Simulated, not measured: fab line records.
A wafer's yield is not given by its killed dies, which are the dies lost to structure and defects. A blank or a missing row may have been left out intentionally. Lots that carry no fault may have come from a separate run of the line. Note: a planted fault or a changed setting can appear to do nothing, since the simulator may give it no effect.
Chamber matching -- flow sky130 -- rieDiel-04 running SKY_METAL3_ETCH_17: 4 sister chambers
The step etches SiO2 in C4F8/O2/Ar, stops on TiN, time 3.9 s, target depth 15 nm. 18 wafers are shown with their chamber, then 9 later ones without.

== WAFERS PAIRED WITH THEIR CHAMBERS ==
wafer,chamber,oesProductAu (a.u.)
L074.2,0,0.735
L074.4,2,0.765
L074.6,1,0.747
L075.1,3,0.753
L075.3,2,0.740
L075.4,0,0.757
L081.2,3,0.758
L081.3,1,0.760
L081.6,3,0.760
L082.2,1,0.754
L082.4,1,0.753
L082.5,0,0.764
L085.1,2,0.737
L085.4,3,0.759
L085.5,2,0.762
L087.1,1,0.751
L087.2,3,0.734
L087.4,0,0.745

SIGNATURES, as means of the wafers listed above
reading,chamber 0,chamber 1,chamber 2,chamber 3,scatter within a chamber
oesProductAu,0.75025,0.75300,0.75100,0.75280,0.011
Rule: a wafer lies at a distance from a chamber equal to the root of the sum of squares, over the readings, of (its reading less the chamber's mean, divided by the reading's scatter). The wafer belongs to the nearest chamber; if the next one is less than 2 further off, it can't be placed. The scatter: the root of (the sum of the squares of (reading less its chamber's mean) over the shown wafers, divided by (wafers less chambers)).

== WAFERS WITHOUT THEIR CHAMBER ==
wafer,oesProductAu (a.u.)
L088.1,0.749
L088.5,0.769
L088.6,0.747
L091.2,0.742
L091.3,0.727
L091.5,0.749
L093.3,0.759
L093.4,0.741
L093.6,0.752

== CHAMBER TAKEN BY EACH ==
wafer,from the rows above,in truth
L088.1,can't be placed: 0 or 2 or 3 or 1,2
L088.5,can't be placed: 1 or 3 or 2 or 0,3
L088.6,can't be placed: 0 or 2 or 3 or 1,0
L091.2,can't be placed: 0 or 2 or 3 or 1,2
L091.3,can't be placed: 0 or 2 or 3 or 1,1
L091.5,can't be placed: 0 or 2 or 3 or 1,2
L093.3,can't be placed: 1 or 3 or 2 or 0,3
L093.4,can't be placed: 0 or 2 or 3 or 1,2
L093.6,can't be placed: 3 or 1 or 2 or 0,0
Correctly placed: 0 of 9. These rows do not allow placing 9 (true chamber among the candidates in 9). Wrongly placed: 0.
